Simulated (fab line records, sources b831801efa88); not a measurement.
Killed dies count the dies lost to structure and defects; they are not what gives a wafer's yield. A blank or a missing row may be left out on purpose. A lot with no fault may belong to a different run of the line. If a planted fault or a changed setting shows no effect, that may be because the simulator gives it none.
Split-lot study :: flow gf180mcu :: 23 wafers read across 5 lots, on a route 602 steps long

## THE SPLIT ITSELF
At GF_HV_LDD_CVD_56 (deposits Si3N4 from DCS/NH3, target thk 90 nm, time 1543 s), the setting time-s was moved away from the recipe's 1543 s on 15 of the 23 wafers read, by -12.2% to +7.8%. For the rest of the wafers, this setting stayed at what the recipe calls for.

No step appears in the file between the split and the reading.

## THE READING
oes-product-au, in a.u., at GF_HV_LDD_ETCHBACK_58 (etches Si3N4 in CH3F/O2, stops on SiO2, time 100 s, target depth 90 nm). On this fab line, fault-free wafers typically give 0.841 a.u. with a standard deviation of 0.0053 a.u.

wafer: L076.1
tool, chamber at the split: -, -
time-s as run, s: 1481
against the recipe: -4.0%
oes-product-au, a.u.: 0.824
against lot-mates on the recipe: no lot-mate on the recipe

wafer: L076.3
tool, chamber at the split: -, -
time-s as run, s: 1481
against the recipe: -4.0%
oes-product-au, a.u.: 0.814
against lot-mates on the recipe: no lot-mate on the recipe

wafer: L076.4
tool, chamber at the split: -, -
time-s as run, s: 1481
against the recipe: -4.0%
oes-product-au, a.u.: 0.821
against lot-mates on the recipe: no lot-mate on the recipe

wafer: L076.5
tool, chamber at the split: -, -
time-s as run, s: 1481
against the recipe: -4.0%
oes-product-au, a.u.: 0.815
against lot-mates on the recipe: no lot-mate on the recipe

wafer: L076.6
tool, chamber at the split: -, -
time-s as run, s: 1481
against the recipe: -4.0%
oes-product-au, a.u.: 0.822
against lot-mates on the recipe: no lot-mate on the recipe

wafer: L077.1
tool, chamber at the split: -, -
time-s as run, s: 1543
against the recipe: recipe
oes-product-au, a.u.: 0.839
against lot-mates on the recipe: -

wafer: L077.3
tool, chamber at the split: -, -
time-s as run, s: 1543
against the recipe: recipe
oes-product-au, a.u.: 0.843
against lot-mates on the recipe: -

wafer: L077.4
tool, chamber at the split: -, -
time-s as run, s: 1543
against the recipe: recipe
oes-product-au, a.u.: 0.835
against lot-mates on the recipe: -

wafer: L077.5
tool, chamber at the split: -, -
time-s as run, s: 1543
against the recipe: recipe
oes-product-au, a.u.: 0.842
against lot-mates on the recipe: -

wafer: L077.6
tool, chamber at the split: -, -
time-s as run, s: 1543
against the recipe: recipe
oes-product-au, a.u.: 0.846
against lot-mates on the recipe: -

wafer: L079.1
tool, chamber at the split: -, -
time-s as run, s: 1663
against the recipe: +7.8%
oes-product-au, a.u.: 0.884
against lot-mates on the recipe: no lot-mate on the recipe

wafer: L079.2
tool, chamber at the split: -, -
time-s as run, s: 1663
against the recipe: +7.8%
oes-product-au, a.u.: 0.869
against lot-mates on the recipe: no lot-mate on the recipe

wafer: L079.3
tool, chamber at the split: -, -
time-s as run, s: 1663
against the recipe: +7.8%
oes-product-au, a.u.: 0.880
against lot-mates on the recipe: no lot-mate on the recipe

wafer: L079.4
tool, chamber at the split: -, -
time-s as run, s: 1663
against the recipe: +7.8%
oes-product-au, a.u.: 0.868
against lot-mates on the recipe: no lot-mate on the recipe

wafer: L079.5
tool, chamber at the split: -, -
time-s as run, s: 1663
against the recipe: +7.8%
oes-product-au, a.u.: 0.879
against lot-mates on the recipe: no lot-mate on the recipe

wafer: L080.1
tool, chamber at the split: -, -
time-s as run, s: 1355
against the recipe: -12.2%
oes-product-au, a.u.: 0.793
against lot-mates on the recipe: no lot-mate on the recipe

wafer: L080.2
tool, chamber at the split: -, -
time-s as run, s: 1355
against the recipe: -12.2%
oes-product-au, a.u.: 0.790
against lot-mates on the recipe: no lot-mate on the recipe

wafer: L080.4
tool, chamber at the split: -, -
time-s as run, s: 1355
against the recipe: -12.2%
oes-product-au, a.u.: 0.787
against lot-mates on the recipe: no lot-mate on the recipe

wafer: L080.5
tool, chamber at the split: -, -
time-s as run, s: 1355
against the recipe: -12.2%
oes-product-au, a.u.: 0.783
against lot-mates on the recipe: no lot-mate on the recipe

wafer: L080.6
tool, chamber at the split: -, -
time-s as run, s: 1355
against the recipe: -12.2%
oes-product-au, a.u.: 0.787
against lot-mates on the recipe: no lot-mate on the recipe

wafer: L082.2
tool, chamber at the split: lpcvd-01, 0
time-s as run, s: 1543
against the recipe: recipe
oes-product-au, a.u.: 0.848
against lot-mates on the recipe: -

wafer: L082.5
tool, chamber at the split: lpcvd-01, 0
time-s as run, s: 1543
against the recipe: recipe
oes-product-au, a.u.: 0.846
against lot-mates on the recipe: -

wafer: L082.6
tool, chamber at the split: lpcvd-01, 0
time-s as run, s: 1543
against the recipe: recipe
oes-product-au, a.u.: 0.850
against lot-mates on the recipe: -

FIT RESULTS
A straight line over all 23 wafers: oes-product-au changes by +0.00449 a.u. for each +1% of time-s; r = +0.99; the points scatter about the line by 0.0055 a.u.
Too few moved wafers have a lot-mate on the recipe to fit a line with each lot's own level taken away.

## FILE'S OWN FIT
oes-product-au changes by +0.00447 a.u. for each +1% of time-s, r = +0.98.
